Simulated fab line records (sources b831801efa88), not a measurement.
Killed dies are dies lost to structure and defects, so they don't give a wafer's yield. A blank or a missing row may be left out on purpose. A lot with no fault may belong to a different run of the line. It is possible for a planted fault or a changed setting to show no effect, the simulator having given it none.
Problem report, 8D (eight disciplines) form, completed by code + flow sky130 + the parts of the form that need people (team, actions taken, sign-off) are left out

## 1. PROBLEM STATEMENT
Wafers free of any fault read 1476 (standard deviation 12) for LDD_LDN_TW at SKY_LDD_LDN_TW_MEAS_13, against a mean of 1542 on 6 wafers of 2 lots. Measured from the usual mean, that is +5.5 standard deviations.
First observed at day 29 04:53: wafer L582.1, on film metro-01. Wafers with a number at this step in the record: 36, from 12 lots. Rule for "out", or "out of limits": more than 4 standard deviations from the usual mean. The rest of the wafers with a number are treated as sound.

## 2. WHAT IT IS; WHAT IT IS NOT
| question                    | is                     | is not                                                              |
|-----------------------------|------------------------|---------------------------------------------------------------------|
| which readings at this step | LDD_LDN_TW             | -                                                                   |
| which lots                  | L582, L585             | L565, L566, L569, L571, L572, L573, L574, L575, L576, L587          |
| which wafers of those lots  | all that have a number | -                                                                   |
| read on which gauges        | film metro-01          | film metro-02, film metro-04                                        |
| when                        | from day 29 04:53      | up to then (27 sound wafers); but 3 sound wafers of L587 came after |

## 3. WHAT RULES OUT EACH SUSPECT
Counting: a tool at a process step up to the reading stays a suspect if it ran every lot that is out and no sound lot after the first of them.
- the gauge at SKY_LDD_LDN_TW_MEAS_13 has been ruled out. All the wafers that are out were read on film metro-01, but those of them that SKY_LDD_LDN_IMPLANT_10 has rows for are out there too, on other tools.
- implanter-01 at SKY_LDD_LDN_IMPLANT_10: kept. It ran every lot that is out, first L582 (day 29 04:29), and no sound lot after that; its last sound lot up to then is L575 (day 26 21:55). Its own readings are out on those wafers: dose ions cm2, faraday current uA.
The count leaves implanter-01 at SKY_LDD_LDN_IMPLANT_10.

## 4. THE CAUSE (what the simulator had put in)
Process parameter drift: implanter-01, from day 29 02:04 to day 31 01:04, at SKY_LDD_LDN_IMPLANT_10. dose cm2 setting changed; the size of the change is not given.
Counting left only this tool.

## 5. THE EFFECT CHAIN, in route order
Each row: a reading whose mean over the struck wafers that have a number lies more than 3 standard deviations from the usual. Only readings for which the record gives a usual standard deviation are gone through. hours: the time from each lot's start at the first step in this table that gives one to its start at this step, as a median over the lots. sigmas: the change in usual standard deviations.
| hours | step                   | reading            | usual      | on struck wafers | change      | sigmas      |
|-------|------------------------|--------------------|------------|------------------|-------------|-------------|
| 0     | SKY_LDD_LDN_IMPLANT_10 | dose ions cm2      | 1.2503e+13 | 1.9312e+13       | +6.8095e+12 | +99 or more |
| 0     | SKY_LDD_LDN_IMPLANT_10 | faraday current uA | 70.3       | 109.3            | +39.0       | +28         |
| 0     | SKY_LDD_LDN_TW_MEAS_13 | LDD_LDN_TW         | 1476       | 1542             | +66         | +5.5        |
The process steps in it:
- SKY_LDD_LDN_IMPLANT_10
Later steps that measure or inspect, where all struck wafers having a row at the step show a number for every such reading and not one has moved that far: SKY_LI_CONTACT_THK_MEAS_23.

## 6. HOW IT WOULD HAVE BEEN CAUGHT EARLIER
In this record the first reading out of limits at a measuring or inspecting step was taken at day 29 04:53, 3 hours after the fault began at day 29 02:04.
At SKY_LDD_LDN_IMPLANT_10, the tool's own readings (dose ions cm2, faraday current uA) were out on each struck wafer the step has a row for, so an alarm limit on them would have fired on the first such wafer.
Lots out: 2; of these, L585 started SKY_LDD_LDN_IMPLANT_10 on implanter-01 after day 29 04:53. It would have been spared by a hold on the tool at that moment.
